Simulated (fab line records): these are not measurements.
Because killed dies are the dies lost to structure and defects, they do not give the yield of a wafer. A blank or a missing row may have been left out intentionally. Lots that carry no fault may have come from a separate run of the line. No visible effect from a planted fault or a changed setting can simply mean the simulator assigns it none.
fab line records | flow sky130
[record] lots = 24 wafers = 72 lastDay = 50
route steps=708 shown CONTACT@430 VIA1@471 METAL2@489 METAL3@566
lots untouched by any fault: they come from a run of this same line in which no faults occurred
startH: start of the lot's first displayed wafer, in hours after the record's first day | waitH: how many hours have passed since the lot's step before this one | " as in the row above | L1.1+2: a row that stands for several wafers | - no value, or no start given | * or withheld: withheld | < > ~ a bound
route shown NAME@n: NAME is a module with steps in the file, n the number in the route of the first one | usual: mean/standard deviation taken from wafers without a fault | same: alike in all rows | chamber/n: place in a boat | sites: the reading at each site | _std_site: their standard deviation | _edge_site: inner sites' mean taken away from outer sites' mean | radiusMm: how far each site lies from the wafer's centre | mask NAME#n: copy n | behind: the last tool/chamber to shape the wafer | hold: cause of the lot's hold/its duration in hours/its outcome | device: transistor that didn't switch, given as n, p or np | end of line: tests of these same wafers at the route's end | a step without rows: its recipe alone | killed: the dies lost at the first sort to structure and to defects; this is not the yield of the wafer | map: a wafer's dies, x killed, . not, _ none there
set.NAME: the setting the step ran with; set.NAME@STEP: the setting that earlier step ran with | model.NAME: the simulator's own value behind a step, which no gauge read
one table for each step of the route and one row for each wafer, over a sample of lots
services: from which hour (startH, from the record's first day; less than 0 if before it) a tool's chamber was out of use, for how many hours, and why
[[steps]]
[step SKY_CONTACT_CVD_24]
[recipe] material = W targetThkNm = 340 timeS = 102.12 tempC = 400 pressureTorr = 40
[usual] chamberPressureTorr = 40.02/0.083 heaterPowerOuterW = 539/47 heaterPowerW = 848/100
// columns lot.wafer tool chamber startH waitH chamberPressureTorr heaterPowerOuterW heaterPowerW
L074.1 cvdW-01 0 718.17 0.0 39.97 493 725
L074.4 " 0 " " 39.97 516 749
L074.6 " 0 " " 39.90 498 725
L075.2 cvdW-01 0 739.60 0.0 40.00 493 714
L075.3 " 0 " " 40.01 501 725
L075.6 " 0 " " 40.05 493 734
L076.1 cvdW-01 0 741.50 0.0 39.96 501 736
L076.2 " 1 " " 40.05 499 815
L076.5 " 1 " " 40.04 496 844
L077.2 cvdW-02 0 751.72 0.0 40.11 588 928
L077.3 " 1 " " 39.93 623 1041
L077.4 " 0 " " 40.04 589 963
L078.2 cvdW-02 0 783.47 0.0 40.05 585 922
L078.5 " 1 " " 40.16 610 1026
L078.6 " 0 " " 40.04 593 953
L079.1 cvdW-01 1 790.32 0.0 40.15 506 839
L079.3 " 1 " " 40.00 511 820
L079.6 " 1 " " 40.18 512 840
L080.1 cvdW-02 1 791.28 0.0 39.89 624 985
L080.2 " 0 " " 39.96 588 927
L080.3 " 1 " " 40.03 622 1041
L081.2 cvdW-01 0 792.23 0.0 40.07 508 728
L081.4 " 0 " " 40.09 500 740
L081.5 " 1 " " 39.93 501 835
L082.1 cvdW-02 1 796.53 0.0 39.94 626 1022
L082.2 " 0 " " 39.93 594 957
L082.5 " 0 " " 39.94 575 893
L083.3 cvdW-01 0 805.69 0.1 39.92 513 732
L083.4 " 1 " " 40.03 513 818
L083.6 " 0 " " 39.94 506 737
L085.1 cvdW-02 1 815.63 0.0 39.99 610 1032
L085.3 " 1 " " 40.09 609 1018
L085.4 " 0 " " 39.96 569 954
L084.2 cvdW-01 0 818.25 0.0 40.10 510 748
L084.3 " 0 " " 40.11 494 737
L084.4 " 1 " " 40.17 507 807
L086.1 cvdW-02 0 823.48 0.0 40.07 589 947
L086.4 " 1 " " 40.14 614 1011
L086.6 " 0 " " 40.04 589 907
L087.2 cvdW-01 0 831.96 0.0 40.08 523 732
L087.5 " 1 " " 40.06 507 817
L087.6 " 0 " " 40.12 501 744
L088.1 cvdW-02 1 837.64 0.0 39.94 619 1000
L088.3 " 1 " " 39.92 621 1000
L088.5 " 1 " " 39.90 633 1008
L090.1 cvdW-01 0 869.44 0.0 40.06 509 746
L090.4 " 0 " " 39.96 497 733
L090.6 " 0 " " 40.05 500 726
L091.1 cvdW-01 0 873.25 0.0 40.07 514 737
L091.2 " 1 " " 40.12 524 831
L091.4 " 0 " " 40.02 507 756
L089.2 cvdW-01 0 876.77 0.0 39.95 498 756
L089.4 " 0 " " 40.03 498 738
L089.5 " 0 " " 40.18 506 745
L092.1 cvdW-01 1 877.00 0.0 39.97 515 834
L092.3 " 0 " " 40.02 504 760
L092.5 " 1 " " 39.97 510 847
L093.3 cvdW-02 1 879.99 0.1 40.08 627 1022
L093.4 " 0 " " 40.05 589 938
L093.6 " 0 " " 39.96 599 935
L094.1 cvdW-01 1 898.09 0.0 39.90 520 875
L094.5 " 1 " " 40.15 523 828
L094.6 " 0 " " 40.15 508 734
L095.1 cvdW-01 1 909.23 0.0 40.01 519 871
L095.2 " 0 " " 39.93 500 766
L095.4 " 1 " " 39.89 526 820
L097.2 cvdW-01 1 909.34 0.1 40.16 532 824
L097.3 " 0 " " 40.04 510 783
L097.6 " 1 " " 40.11 514 865
L096.1 cvdW-01 1 914.01 0.0 40.07 506 847
L096.2 " 0 " " 40.00 515 731
L096.3 " 1 " " 39.98 514 831
[step SKY_VIA1_OVL_MEAS_13]
[usual] VIA1_OVL = 5/5.5
// columns lot.wafer tool chamber startH waitH VIA1_OVL[nm]
L074.1 overlay-01 - 774.33 0.1 10
L074.4 " - " " 15
L074.6 " - " " 19
L075.2 overlay-02 - 795.15 0.1 5
L075.3 " - " " 7
L075.6 " - " " 6
L076.1 overlay-02 - 797.05 0.1 3
L076.2 " - " " 5
L076.5 " - " " 2
L077.2 overlay-02 - 806.74 0.1 -2
L077.3 " - " " -5
L077.4 " - " " -5
L078.2 overlay-02 - 838.00 0.1 1
L078.5 " - " " 3
L078.6 " - " " -1
L079.1 overlay-02 - 844.40 0.1 5
L079.3 " - " " 1
L079.6 " - " " 0
L080.1 overlay-02 - 846.33 0.1 7
L080.2 " - " " 12
L080.3 " - " " 8
L081.2 overlay-02 - 847.45 0.1 4
L081.4 " - " " 8
L081.5 " - " " 13
L082.1 overlay-01 - 851.53 0.1 5
L082.2 " - " " 8
L082.5 " - " " 6
L083.3 overlay-02 - 859.27 0.1 8
L083.4 " - " " 9
L083.6 " - " " 9
L085.1 overlay-01 - 868.98 0.1 0
L085.3 " - " " 4
L085.4 " - " " 6
L084.2 overlay-01 - 872.16 0.1 -4
L084.3 " - " " -1
L084.4 " - " " 0
L086.1 overlay-02 - 876.30 0.1 12
L086.4 " - " " 7
L086.6 " - " " 2
L087.2 overlay-01 - 885.31 0.1 -7
L087.5 " - " " 1
L087.6 " - " " -3
L088.1 overlay-02 - 892.15 0.1 12
L088.3 " - " " 7
L088.5 " - " " 9
L090.1 overlay-01 - 921.26 0.1 -9
L090.4 " - " " -2
L090.6 " - " " -6
L091.1 overlay-02 - 925.78 0.1 3
L091.2 " - " " 1
L091.4 " - " " 6
L089.2 overlay-02 - 928.31 0.1 8
L089.4 " - " " 3
L089.5 " - " " 3
L092.1 overlay-02 - 929.70 0.1 4
L092.3 " - " " 6
L092.5 " - " " 0
L093.3 overlay-02 - 932.19 0.1 10
L093.4 " - " " 1
L093.6 " - " " 4
L094.1 overlay-02 - 950.38 0.1 -6
L094.5 " - " " -2
L094.6 " - " " 3
L095.1 overlay-02 - 959.35 0.1 13
L095.2 " - " " 15
L095.4 " - " " 16
L097.2 overlay-02 - 960.21 0.1 9
L097.3 " - " " 4
L097.6 " - " " 8
L096.1 overlay-02 - 964.45 0.1 7
L096.2 " - " " -3
L096.3 " - " " 4
[step SKY_VIA1_CVD_21]
[recipe] material = W targetThkNm = 270 timeS = 80.902 tempC = 400 pressureTorr = 40
[usual] chamberPressureTorr = 40.00/0.093 heaterPowerOuterW = 553/43 heaterPowerW = 877/90
// columns lot.wafer tool chamber startH waitH chamberPressureTorr heaterPowerOuterW heaterPowerW
L074.1 cvdW-02 0 775.11 0.0 40.03 587 914
L074.4 " 0 " " 39.93 595 932
L074.6 " 1 " " 40.07 609 1010
L075.2 cvdW-01 0 795.92 0.0 39.99 504 744
L075.3 " 0 " " 40.06 501 722
L075.6 " 1 " " 40.05 520 829
L076.1 cvdW-01 0 797.82 0.0 40.19 503 727
L076.2 " 1 " " 39.91 513 834
L076.5 " 1 " " 40.08 511 833
L077.2 cvdW-02 1 807.54 0.1 40.10 637 992
L077.3 " 1 " " 39.98 621 1005
L077.4 " 1 " " 40.05 593 1021
L078.2 cvdW-01 0 838.78 0.0 39.95 502 752
L078.5 " 0 " " 39.92 489 760
L078.6 " 1 " " 40.09 515 851
L079.1 cvdW-02 1 845.18 0.0 40.03 616 985
L079.3 " 0 " " 40.04 584 929
L079.6 " 0 " " 40.05 580 958
L080.1 cvdW-02 1 847.14 0.0 40.02 611 997
L080.2 " 0 " " 39.84 583 928
L080.3 " 1 " " 40.03 622 1011
L081.2 cvdW-01 1 848.26 0.0 39.93 518 829
L081.4 " 1 " " 39.90 523 836
L081.5 " 1 " " 39.97 509 824
L082.1 cvdW-01 0 852.31 0.0 39.91 509 724
L082.2 " 1 " " 40.01 512 849
L082.5 " 0 " " 40.07 510 755
L083.3 cvdW-02 1 860.09 0.1 39.97 613 1004
L083.4 " 0 " " 39.97 589 937
L083.6 " 1 " " 39.88 612 1012
L085.1 cvdW-01 0 869.86 0.0 39.97 513 716
L085.3 " 1 " " 39.84 516 843
L085.4 " 0 " " 39.90 506 757
L084.2 cvdW-01 0 873.97 0.0 40.05 502 738
L084.3 " 0 " " 39.96 511 751
L084.4 " 1 " " 39.87 508 850
L086.1 cvdW-01 0 877.11 0.1 40.00 502 751
L086.4 " 0 " " 39.80 501 746
L086.6 " 0 " " 40.06 494 772
L087.2 cvdW-01 1 886.12 0.0 40.07 519 855
L087.5 " 0 " " 40.19 505 748
L087.6 " 1 " " 39.99 504 817
L088.1 cvdW-02 0 892.92 0.0 39.86 592 938
L088.3 " 0 " " 39.80 591 955
L088.5 " 1 " " 39.83 633 1001
L090.1 cvdW-02 1 922.03 0.0 40.01 557 921
L090.4 " 0 " " 39.96 572 955
L090.6 " 0 " " 39.98 587 927
L091.1 cvdW-02 1 926.56 0.0 39.98 570 885
L091.2 " 0 " " 40.01 586 930
L091.4 " 0 " " 40.10 571 940
L089.2 cvdW-02 1 931.10 2.0 39.91 549 935
L089.4 " 1 " " 39.76 566 914
L089.5 " 0 " " 39.88 596 897
L092.1 cvdW-02 0 931.19 0.7 39.97 577 950
L092.3 " 1 " " 40.18 556 909
L092.5 " 0 " " 39.94 588 938
L093.3 cvdW-01 1 932.99 0.1 40.13 526 849
L093.4 " 0 " " 40.09 512 746
L093.6 " 0 " " 40.12 513 746
L094.1 cvdW-02 0 951.34 0.0 40.03 594 947
L094.5 " 1 " " 40.11 564 933
L094.6 " 0 " " 40.02 590 935
L095.1 cvdW-02 0 960.12 0.0 40.07 588 925
L095.2 " 1 " " 40.00 560 932
L095.4 " 1 " " 40.23 565 928
L097.2 cvdW-01 0 961.06 0.0 39.86 507 746
L097.3 " 1 " " 40.05 516 858
L097.6 " 1 " " 39.93 515 833
L096.1 cvdW-02 0 965.71 0.0 39.87 592 935
L096.2 " 1 " " 40.11 555 915
L096.3 " 1 " " 40.00 556 902
[step SKY_METAL2_THK_MEAS_06]
[recipe] thkMeasGauge = xrf reads = AlCu_of_METAL2_SPUTTER_02
[usual] METAL2_ALCU_THK = 254/3.8
// columns lot.wafer tool chamber startH waitH METAL2_ALCU_THK[nm]
L074.1 filmMetro-03 - 775.95 0.1 257
L074.4 " - " " 259
L074.6 " - " " 257
L075.2 filmMetro-01 - 796.77 0.1 255
L075.3 " - " " 255
L075.6 " - " " 255
L076.1 filmMetro-01 - 798.66 0.1 251
L076.2 " - " " 252
L076.5 " - " " 254
L077.2 filmMetro-01 - 808.44 0.1 255
L077.3 " - " " 255
L077.4 " - " " 256
L078.2 filmMetro-02 - 839.62 0.1 253
L078.5 " - " " 255
L078.6 " - " " 256
L079.1 filmMetro-02 - 846.01 0.1 246
L079.3 " - " " 246
L079.6 " - " " 246
L080.1 filmMetro-02 - 847.97 0.1 253
L080.2 " - " " 250
L080.3 " - " " 252
L081.2 filmMetro-03 - 849.10 0.1 258
L081.4 " - " " 255
L081.5 " - " " 257
L082.1 filmMetro-03 - 853.15 0.1 255
L082.2 " - " " 257
L082.5 " - " " 256
L083.3 filmMetro-01 - 860.92 0.1 250
L083.4 " - " " 253
L083.6 " - " " 251
L085.1 filmMetro-01 - 870.69 0.1 253
L085.3 " - " " 250
L085.4 " - " " 252
L084.2 filmMetro-01 - 874.86 0.1 259
L084.3 " - " " 255
L084.4 " - " " 261
L086.1 filmMetro-03 - 877.96 0.1 258
L086.4 " - " " 254
L086.6 " - " " 258
L087.2 filmMetro-02 - 886.96 0.1 250
L087.5 " - " " 248
L087.6 " - " " 247
L088.1 filmMetro-02 - 893.77 0.1 252
L088.3 " - " " 252
L088.5 " - " " 253
L090.1 filmMetro-03 - 922.86 0.1 262
L090.4 " - " " 258
L090.6 " - " " 255
L091.1 filmMetro-02 - 927.39 0.1 251
L091.2 " - " " 256
L091.4 " - " " 253
L089.2 filmMetro-02 - 931.94 0.1 248
L089.4 " - " " 249
L089.5 " - " " 249
L092.1 filmMetro-03 - 932.14 0.1 261
L092.3 " - " " 261
L092.5 " - " " 263
L093.3 filmMetro-01 - 933.81 0.1 254
L093.4 " - " " 252
L093.6 " - " " 255
L094.1 filmMetro-02 - 953.70 0.1 252
L094.5 " - " " 254
L094.6 " - " " 251
L095.1 filmMetro-01 - 960.96 0.1 249
L095.2 " - " " 252
L095.4 " - " " 252
L097.2 filmMetro-02 - 961.90 0.1 253
L097.3 " - " " 253
L097.6 " - " " 252
L096.1 filmMetro-01 - 966.54 0.1 252
L096.2 " - " " 254
L096.3 " - " " 250
[step SKY_METAL2_ETCH_18]
[recipe] chemistry = N2/H2 target = BARC ionEnergyEv = 200 biasW = 100 pressureMtorr = 30 n2FlowSccm = 100 h2FlowSccm = 200 icpW = 500 stopOn = SiO2 timeS = 45.9 targetDepthA = 600
[usual] drypumpMotorCurrentA = 5.45/0.24 oesProductAu = 0.855/0.005 throttleValvePct = 13.226/0.0093
// columns lot.wafer tool chamber startH waitH drypumpMotorCurrentA oesProductAu rfHoursCounterH throttleValvePct
L074.1 rieMetal-03 0 802.65 0.0 5.57 0.854 14 13.221
L074.4 " 1 " " 5.32 0.854 - 13.221
L074.6 " 1 " " 5.29 0.860 - 13.232
L075.2 rieMetal-03 1 823.35 0.0 5.30 0.859 8 13.210
L075.3 " 1 " " 5.30 0.851 - 13.231
L075.6 " 0 " " 5.56 0.852 - 13.214
L076.1 rieMetal-04 0 825.92 0.0 5.66 0.852 16 13.216
L076.2 " 1 " " 5.24 0.853 8 13.238
L076.5 " 0 " " 5.65 0.853 - 13.220
L077.2 rieMetal-04 0 834.82 0.0 5.66 0.855 16 13.242
L077.3 " 1 " " 5.25 0.845 - 13.228
L077.4 " 0 " " 5.65 0.849 - 13.236
L078.2 rieMetal-04 1 865.37 0.0 5.26 0.862 10 13.226
L078.5 " 1 " " 5.26 0.863 - 13.223
L078.6 " 0 " " 5.66 0.863 - 13.216
L079.1 rieMetal-02 1 871.87 0.0 5.22 0.853 10 13.224
L079.3 " 0 " " 6.02 0.863 - 13.212
L079.6 " 0 " " 6.02 0.857 - 13.236
L080.1 rieMetal-04 1 874.05 0.0 5.27 0.847 10 13.229
L080.2 " 0 " " 5.66 0.847 17 13.218
L080.3 " 0 " " 5.66 0.862 - 13.217
L081.2 rieMetal-02 1 875.32 0.0 5.24 0.862 10 13.241
L081.4 " 1 " " 5.23 0.857 - 13.227
L081.5 " 0 " " 6.02 0.866 - 13.239
L082.1 rieMetal-02 0 879.12 0.0 6.02 0.852 12 13.227
L082.2 " 1 " " 5.22 0.865 10 13.226
L082.5 " 1 " " 5.24 0.855 - 13.211
L083.3 rieMetal-04 1 887.89 0.0 5.25 0.859 - 13.233
L083.4 " 0 " " 5.66 0.856 - 13.241
L083.6 " 0 " " 5.65 0.850 - 13.227
L085.1 rieMetal-03 1 895.10 0.0 5.31 0.864 11 13.228
L085.3 " 0 " " 5.58 0.862 - 13.234
L085.4 " 1 " " 5.29 0.859 - 13.228
L084.2 rieMetal-03 1 900.80 0.0 5.30 0.847 11 13.213
L084.3 " 0 " " 5.58 0.850 - 13.238
L084.4 " 1 " " 5.30 0.849 - 13.244
L086.1 rieMetal-02 1 903.92 0.0 5.22 0.855 12 13.226
L086.4 " 1 " " 5.25 0.857 - 13.237
L086.6 " 0 " " 6.01 0.854 - 13.208
L087.2 rieMetal-04 1 912.58 0.1 5.23 0.854 - 13.217
L087.5 " 1 " " 5.22 0.857 - 13.228
L087.6 " 1 " " 5.25 0.859 - 13.223
L088.1 rieMetal-04 1 918.83 0.1 5.27 0.857 13 13.231
L088.3 " 1 " " 5.26 0.858 - 13.241
L088.5 " 1 " " 5.26 0.855 - 13.213
L090.1 rieMetal-03 1 946.95 0.1 5.28 0.855 13 13.213
L090.4 " 1 " " 5.29 0.853 - 13.235
L090.6 " 1 " " 5.29 0.852 - 13.238
L091.1 rieMetal-04 0 951.62 0.0 5.66 0.860 1 13.223
L091.2 " 1 " " 5.25 0.860 15 13.230
L091.4 " 0 " " 5.68 0.858 - 13.224
L089.2 rieMetal-03 1 956.33 0.1 5.32 0.849 - 13.226
L089.4 " 1 " " 5.30 0.858 - 13.221
L089.5 " 1 " " 5.28 0.865 - 13.236
L092.1 rieMetal-04 1 956.62 0.0 5.24 0.854 15 13.230
L092.3 " 1 " " 5.22 0.855 - 13.215
L092.5 " 1 " " 5.22 0.853 - 13.230
L093.3 rieMetal-04 0 958.19 0.0 5.68 0.858 - 13.228
L093.4 " 1 " " 5.25 0.854 - 13.215
L093.6 " 0 " " 5.68 0.858 - 13.236
L094.1 rieMetal-04 0 978.30 0.0 5.68 0.850 3 13.220
L094.5 " 0 " " 5.66 0.860 - 13.233
L094.6 " 1 " " 5.24 0.854 - 13.236
L095.1 rieMetal-03 0 985.72 0.0 5.56 0.851 1 13.236
L095.2 " 1 " " 5.32 0.847 17 13.226
L095.4 " 1 " " 5.31 0.850 - 13.227
L097.2 rieMetal-04 0 986.05 0.0 5.66 0.856 4 13.234
L097.3 " 0 " " 5.67 0.852 - 13.228
L097.6 " 0 " " 5.67 0.863 - 13.222
L096.1 rieMetal-03 0 990.62 0.0 5.57 0.847 2 13.195
L096.2 " 1 " " 5.30 0.852 17 13.216
L096.3 " 0 " " 5.56 0.849 - 13.223
[step SKY_METAL3_ETCH_16]
[recipe] chemistry = N2/H2 target = BARC ionEnergyEv = 200 biasW = 100 pressureMtorr = 30 n2FlowSccm = 100 h2FlowSccm = 200 icpW = 500 stopOn = SiO2 timeS = 88.2 targetDepthA = 600
[usual] drypumpMotorCurrentA = 5.5/0.31 oesProductAu = 0.626/0.0044 throttleValvePct = 13.205/0.0098
// columns lot.wafer tool chamber startH waitH drypumpMotorCurrentA oesProductAu rfHoursCounterH throttleValvePct
L074.1 rieMetal-01 1 884.26 0.0 5.8 0.627 10 13.204
L074.4 " 0 " " 5.2 0.620 - 13.202
L074.6 " 1 " " 5.7 0.633 - 13.212
L075.2 rieMetal-04 1 903.56 0.1 5.3 0.619 - 13.207
L075.3 " 1 " " 5.2 0.630 - 13.217
L075.6 " 1 " " 5.2 0.628 - 13.216
L076.1 rieMetal-01 1 906.95 0.0 5.8 0.631 11 13.204
L076.2 " 0 " " 5.2 0.632 7 13.205
L076.5 " 1 " " 5.8 0.621 - 13.218
L077.2 rieMetal-01 1 914.42 0.0 5.8 0.622 12 13.224
L077.3 " 1 " " 5.8 0.625 - 13.210
L077.4 " 0 " " 5.2 0.628 - 13.206
L078.2 rieMetal-04 1 943.30 0.0 5.2 0.622 15 13.202
L078.5 " 1 " " 5.3 0.633 - 13.216
L078.6 " 0 " " 5.7 0.631 - 13.220
L079.1 rieMetal-01 1 951.11 0.0 5.8 0.630 13 13.192
L079.3 " 0 " " 5.2 0.630 - 13.214
L079.6 " 1 " " 5.8 0.624 - 13.214
L080.1 rieMetal-02 0 952.45 0.0 6.0 0.628 16 13.193
L080.2 " 1 " " 5.2 0.623 14 13.200
L080.3 " 0 " " 6.0 0.623 - 13.208
L081.2 rieMetal-01 0 955.26 0.0 5.2 0.628 9 13.204
L081.4 " 0 " " 5.2 0.632 - 13.198
L081.5 " 0 " " 5.2 0.627 - 13.202
L082.1 rieMetal-01 0 955.97 0.0 5.2 0.629 9 13.206
L082.2 " 1 " " 5.8 0.623 14 13.215
L082.5 " 0 " " 5.2 0.621 - 13.192
L083.3 rieMetal-02 0 965.70 0.0 6.0 0.630 - 13.212
L083.4 " 1 " " 5.2 0.623 - 13.190
L083.6 " 1 " " 5.2 0.625 - 13.199
L085.1 rieMetal-02 0 972.16 0.0 6.0 0.628 17 13.190
L085.3 " 0 " " 6.0 0.622 - 13.212
L085.4 " 1 " " 5.2 0.625 - 13.214
L084.2 rieMetal-02 0 978.61 0.0 6.0 0.622 17 13.211
L084.3 " 1 " " 5.2 0.623 - 13.200
L084.4 " 0 " " 6.0 0.631 - 13.203
L086.1 rieMetal-01 1 982.92 0.0 5.8 0.624 14 13.207
L086.4 " 1 " " 5.8 0.628 - 13.209
L086.6 " 0 " " 5.2 0.617 - 13.198
L087.2 rieMetal-04 1 987.97 0.0 5.2 0.628 17 13.202
L087.5 " 0 " " 5.7 0.617 - 13.210
L087.6 " 1 " " 5.2 0.631 - 13.227
L088.1 rieMetal-04 0 999.46 0.0 5.7 0.631 4 13.199
L088.3 " 1 " " 5.3 0.624 - 13.221
L088.5 " 0 " " 5.7 0.621 - 13.202
L090.1 rieMetal-02 1 1020.40 0.0 5.2 0.625 17 13.208
L090.4 " 0 " " 6.0 0.629 - 13.194
L090.6 " 0 " " 6.0 0.621 - 13.212
L091.1 rieMetal-04 0 1025.66 0.0 5.7 0.632 6 13.200
L091.2 " 1 " " 5.3 0.628 19 13.200
L091.4 " 1 " " 5.3 0.625 - 13.201
L089.2 rieMetal-04 0 1031.56 0.0 5.7 0.623 6 13.190
L089.4 " 1 " " 5.2 0.625 - 13.207
L089.5 " 1 " " 5.2 0.622 - 13.233
L092.1 rieMetal-01 0 1031.91 0.0 5.2 0.621 13 13.216
L092.3 " 1 " " 5.8 0.618 - 13.215
L092.5 " 1 " " 5.7 0.629 - 13.194
L093.3 rieMetal-02 1 1032.26 0.0 5.2 0.624 - 13.206
L093.4 " 0 " " 6.0 0.627 - 13.206
L093.6 " 1 " " 5.2 0.627 - 13.198
L094.1 rieMetal-02 1 1050.26 0.1 5.2 0.630 19 13.195
L094.5 " 1 " " 5.2 0.627 - 13.198
L094.6 " 1 " " 5.2 0.628 - 13.208
L095.1 rieMetal-02 1 1057.23 0.1 5.2 0.626 20 13.188
L095.2 " 1 " " 5.2 0.622 - 13.192
L095.4 " 1 " " 5.2 0.622 - 13.223
L097.2 rieMetal-04 1 1057.32 0.0 5.2 0.630 21 13.209
L097.3 " 1 " " 5.2 0.630 - 13.207
L097.6 " 1 " " 5.2 0.624 - 13.188
L096.1 rieMetal-01 0 1061.86 0.0 5.2 0.625 14 13.197
L096.2 " 1 " " 5.8 0.631 19 13.208
L096.3 " 0 " " 5.2 0.632 - 13.195
[[services]]
// columns tool chamber startH hours kind
cvdW-01 1 723.32 1.3 repair
rieMetal-01 0 745.87 1.9 repair
rieMetal-02 - 749.32 1.4 pm
cvdW-02 - 763.15 1.0 repair
cvdW-01 - 767.40 6.0 pm
cvdW-02 - 768.61 1.1 repair
rieMetal-02 0 777.84 17.2 repair
cvdW-02 0 796.97 12.4 repair
cvdW-01 - 819.98 6.9 pm
cvdW-02 - 827.54 2.8 pm
cvdW-01 1 858.83 10.6 repair
cvdW-02 - 863.52 14.6 pm
rieMetal-02 - 880.37 0.1 repair
rieMetal-04 - 884.68 2.8 pm
cvdW-02 - 904.00 14.0 pm
cvdW-02 0 904.00 14.0 ventCycle
cvdW-02 1 904.00 14.0 ventCycle
rieMetal-03 - 911.09 14.6 pm
cvdW-01 - 918.00 14.6 pm
cvdW-02 0 918.00 - clean
cvdW-02 1 918.00 - clean
cvdW-02 - 928.78 2.2 repair
rieMetal-02 - 957.84 0.3 repair
rieMetal-01 - 976.24 2.8 pm
[[key]]
fault none
